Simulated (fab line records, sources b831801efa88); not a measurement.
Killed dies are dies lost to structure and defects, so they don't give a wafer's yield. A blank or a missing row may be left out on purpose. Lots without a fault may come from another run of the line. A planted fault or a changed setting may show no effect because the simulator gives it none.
Which tool did it? | flow sky130 | 13 lots, 39 wafers sampled, at 4 steps of a route of 708

WHAT THE GAUGES READ, wafer by wafer
SKY_LDD_N_OVL_MEAS_07.
lot  | measured     | on         | LDD_N_OVL (nm)
L282 | day 18 20:31 | overlay-02 | -1.6 -1.2 -0.6
L284 | day 18 20:58 | overlay-01 | 2.4 1.8 1.4
L287 | day 21 01:24 | overlay-02 | 0.0 -1.7 -1.3
L286 | day 21 01:31 | overlay-02 | -1.3 -2.8 -3.5
L289 | day 21 06:12 | overlay-02 | 0.9 1.0 1.0
L291 | day 21 15:40 | overlay-02 | 0.1 -1.0 0.0
L290 | day 21 17:19 | overlay-02 | -0.1 0.1 1.8
L292 | day 21 21:43 | overlay-02 | -0.1 0.9 0.3
L293 | day 22 00:43 | overlay-02 | -1.6 -1.5 -2.5
L296 | day 23 06:01 | overlay-01 | 0.2 0.2 -0.9
L297 | day 23 20:10 | overlay-01 | -0.7 -0.2 -0.1
L303 | day 25 20:55 | overlay-01 | -0.2 -2.0 -0.5
L304 | day 26 02:28 | overlay-01 | -0.8 0.6 -0.7

SKY_LDD_P_OVL_MEAS_08.
lot  | measured     | on         | LDD_P_OVL (nm)
L282 | day 20 04:20 | overlay-02 | 1.2 0.8 2.3
L284 | day 20 05:06 | overlay-01 | 3.0 1.7 1.7
L287 | day 22 09:16 | overlay-01 | -0.4 1.1 -0.8
L286 | day 22 10:02 | overlay-02 | 0.7 -0.6 0.9
L289 | day 22 13:40 | overlay-02 | -0.8 -0.7 0.0
L291 | day 22 23:29 | overlay-02 | 1.5 0.8 1.8
L290 | day 23 01:32 | overlay-02 | 0.4 1.1 0.7
L292 | day 23 05:22 | overlay-02 | 0.1 1.1 -0.9
L293 | day 23 07:57 | overlay-02 | 1.8 0.3 -0.3
L296 | day 24 12:11 | overlay-01 | 3.3 2.2 2.2
L297 | day 25 03:31 | overlay-02 | -0.1 1.6 1.0
L303 | day 27 02:53 | overlay-01 | 1.8 2.0 2.0
L304 | day 27 08:47 | overlay-01 | 2.2 2.5 2.2

SKY_LDD_P_TW_MEAS_11.
lot  | measured     | on            | LDD_P_TW
L282 | day 20 04:37 | film_metro-04 | 635 631 630
L284 | day 20 05:24 | film_metro-04 | 629 631 627
L287 | day 22 09:34 | film_metro-03 | 639 640 641
L286 | day 22 10:19 | film_metro-01 | 636 634 638
L289 | day 22 13:58 | film_metro-01 | 633 633 636
L291 | day 22 23:47 | film_metro-03 | 641 639 640
L290 | day 23 02:09 | film_metro-04 | 785 784 785 788 786 786
L292 | day 23 05:40 | film_metro-04 | 631 627 629
L293 | day 23 08:36 | film_metro-04 | 781 781 782 785 785 787
L296 | day 24 12:29 | film_metro-01 | 633 629 630
L297 | day 25 03:49 | film_metro-03 | 640 641 636
L303 | day 27 03:10 | film_metro-01 | 637 640 638
L304 | day 27 09:05 | film_metro-03 | 634 637 639

WHICH TOOL RAN EACH LOT (tool, then ch and the chambers of the sampled wafers, then the start)
lot  | SKY_LDD_P_IMPLANT_09
L282 | implanter-04 ch 0, day 20 04:22
L284 | implanter-04 ch 0, day 20 05:12
L287 | implanter-02 ch 0, day 22 09:19
L286 | implanter-04 ch 0, day 22 10:04
L289 | implanter-02 ch 0, day 22 13:43
L291 | implanter-04 ch 0, day 22 23:33
L290 | implanter-02 ch 0, day 23 01:35
L292 | implanter-02 ch 0, day 23 05:25
L293 | implanter-03 ch 0, day 23 08:01
L296 | implanter-03 ch 0, day 24 12:14
L297 | implanter-02 ch 0, day 25 03:34
L303 | implanter-02 ch 0, day 27 02:55
L304 | implanter-03 ch 0, day 27 08:51
- SKY_LDD_P_IMPLANT_09

WHAT THE TOOLS THEMSELVES READ (means of the sampled wafers that have a number; where no wafer has one, the mark that the record gives instead)
The record holds no such reading with a usual standard deviation.

THE ANSWER, worked out from the rows above alone
Rule: what is usual is taken from the lots themselves. Put in order of their means at a reading, lots are off if they are a third of the lots or fewer, leave a main group of 4 or more, and stand apart from it by a gap of 3 or more times the standard deviation of the main group's means; of several such gaps the widest counts. A main group whose means are all the same, to the digits that the tables above print for the reading, isn't used. A lot without any number at a reading at which 4 lots or more have one is off too. The other lots that the step has rows for count as sound. The gauges are gone through in route order, then the tools' own readings, and for those a lot's mean is taken as printed above. The first step at which some lot is off is used, and at that step the reading that is off furthest; a lot without a number counts as furthest.
Off: L290, L293, at SKY_LDD_P_TW_MEAS_11 (LDD_P_TW). The main group: mean 635, standard deviation 4.1.
A tool fits if, at a process step before that reading, it ran every lot that is off, and no sound lot after the first of them. The gauges at SKY_LDD_P_TW_MEAS_11 are tried like those tools. None of those tried fits.

WHAT THE SIMULATOR HAD PUT IN
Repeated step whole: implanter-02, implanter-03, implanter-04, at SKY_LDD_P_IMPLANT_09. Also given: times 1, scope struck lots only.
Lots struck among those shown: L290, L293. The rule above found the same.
